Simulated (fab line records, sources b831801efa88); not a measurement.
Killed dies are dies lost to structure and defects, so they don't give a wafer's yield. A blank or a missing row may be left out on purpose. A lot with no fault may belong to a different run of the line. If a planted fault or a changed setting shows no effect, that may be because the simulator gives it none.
Chamber matching / flow gf180mcu / GF_V2_CMP_04 on cmp-02 has 4 sister chambers
The step polishes SiO2. 16 wafers are shown with their chamber, then 8 later ones without.

## EACH WAFER AND ITS CHAMBER
wafer=L521.1; chamber=2; motor-current-A (A)=12.8; time-to-endpoint-s (s)=81; slurry-filter-dp-kPa (kPa)=13.34
wafer=L521.3; chamber=1; motor-current-A (A)=11.7; time-to-endpoint-s (s)=77; slurry-filter-dp-kPa (kPa)=13.39
wafer=L521.6; chamber=2; motor-current-A (A)=12.4; time-to-endpoint-s (s)=83; slurry-filter-dp-kPa (kPa)=13.48
wafer=L524.1; chamber=1; motor-current-A (A)=11.3; time-to-endpoint-s (s)=78; slurry-filter-dp-kPa (kPa)=13.25
wafer=L524.4; chamber=0; motor-current-A (A)=11.1; time-to-endpoint-s (s)=84; slurry-filter-dp-kPa (kPa)=13.42
wafer=L524.6; chamber=3; motor-current-A (A)=10.5; time-to-endpoint-s (s)=88; slurry-filter-dp-kPa (kPa)=13.43
wafer=L526.3; chamber=2; motor-current-A (A)=12.6; time-to-endpoint-s (s)=80; slurry-filter-dp-kPa (kPa)=13.20
wafer=L526.4; chamber=3; motor-current-A (A)=10.2; time-to-endpoint-s (s)=82; slurry-filter-dp-kPa (kPa)=13.51
wafer=L526.5; chamber=0; motor-current-A (A)=10.6; time-to-endpoint-s (s)=82; slurry-filter-dp-kPa (kPa)=13.59
wafer=L527.3; chamber=2; motor-current-A (A)=12.5; time-to-endpoint-s (s)=85; slurry-filter-dp-kPa (kPa)=13.30
wafer=L527.4; chamber=3; motor-current-A (A)=10.5; time-to-endpoint-s (s)=86; slurry-filter-dp-kPa (kPa)=13.29
wafer=L527.6; chamber=0; motor-current-A (A)=10.8; time-to-endpoint-s (s)=89; slurry-filter-dp-kPa (kPa)=13.62
wafer=L529.1; chamber=1; motor-current-A (A)=11.1; time-to-endpoint-s (s)=80; slurry-filter-dp-kPa (kPa)=13.84
wafer=L529.2; chamber=0; motor-current-A (A)=11.2; time-to-endpoint-s (s)=87; slurry-filter-dp-kPa (kPa)=13.52
wafer=L529.6; chamber=1; motor-current-A (A)=12.3; time-to-endpoint-s (s)=69; slurry-filter-dp-kPa (kPa)=13.46
wafer=L538.3; chamber=3; motor-current-A (A)=10.6; time-to-endpoint-s (s)=79; slurry-filter-dp-kPa (kPa)=13.45

SIGNATURES, as means of the wafers listed above
reading=motor-current-A; chamber 0=10.925; chamber 1=11.600; chamber 2=12.575; chamber 3=10.450; scatter within a chamber=0.322
reading=time-to-endpoint-s; chamber 0=85.50; chamber 1=76.00; chamber 2=82.25; chamber 3=83.75; scatter within a chamber=3.68
reading=slurry-filter-dp-kPa; chamber 0=13.5375; chamber 1=13.4850; chamber 2=13.3300; chamber 3=13.4200; scatter within a chamber=0.153
Rule: distance of a wafer from a chamber = root of the sum over the readings of ((wafer's reading minus chamber's mean) / reading's scatter) squared. The wafer belongs to the nearest chamber; if the next one is less than 2 further off, it can't be placed. How the scatter is found: for the shown wafers, subtract from each reading the mean of its chamber, square and add these, divide the total by (wafers less chambers), then take the root.

## WAFERS WITHOUT THEIR CHAMBER
wafer=L538.5; motor-current-A (A)=10.5; time-to-endpoint-s (s)=86; slurry-filter-dp-kPa (kPa)=13.65
wafer=L538.6; motor-current-A (A)=10.5; time-to-endpoint-s (s)=80; slurry-filter-dp-kPa (kPa)=13.44
wafer=L539.1; motor-current-A (A)=11.4; time-to-endpoint-s (s)=94; slurry-filter-dp-kPa (kPa)=13.69
wafer=L539.3; motor-current-A (A)=11.5; time-to-endpoint-s (s)=92; slurry-filter-dp-kPa (kPa)=13.44
wafer=L539.5; motor-current-A (A)=12.5; time-to-endpoint-s (s)=95; slurry-filter-dp-kPa (kPa)=13.61
wafer=L540.1; motor-current-A (A)=10.7; time-to-endpoint-s (s)=86; slurry-filter-dp-kPa (kPa)=13.52
wafer=L540.2; motor-current-A (A)=10.2; time-to-endpoint-s (s)=87; slurry-filter-dp-kPa (kPa)=13.65
wafer=L540.6; motor-current-A (A)=11.6; time-to-endpoint-s (s)=87; slurry-filter-dp-kPa (kPa)=13.22

## EACH ONE'S CHAMBER
wafer=L538.5; from the rows above=can't be placed: 0 or 3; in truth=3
wafer=L538.6; from the rows above=can't be placed: 3 or 0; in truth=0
wafer=L539.1; from the rows above=can't be placed: 0 or 3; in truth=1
wafer=L539.3; from the rows above=can't be placed: 0 or 3 or 2 or 1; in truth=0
wafer=L539.5; from the rows above=can't be placed: 2 or 0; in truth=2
wafer=L540.1; from the rows above=can't be placed: 0 or 3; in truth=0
wafer=L540.2; from the rows above=can't be placed: 3 or 0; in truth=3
wafer=L540.6; from the rows above=can't be placed: 0 or 2 or 1 or 3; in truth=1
Correct placement for 0 of the 8. These rows do not allow placing 8 (true chamber among the candidates in 7). 0 placed wrongly.
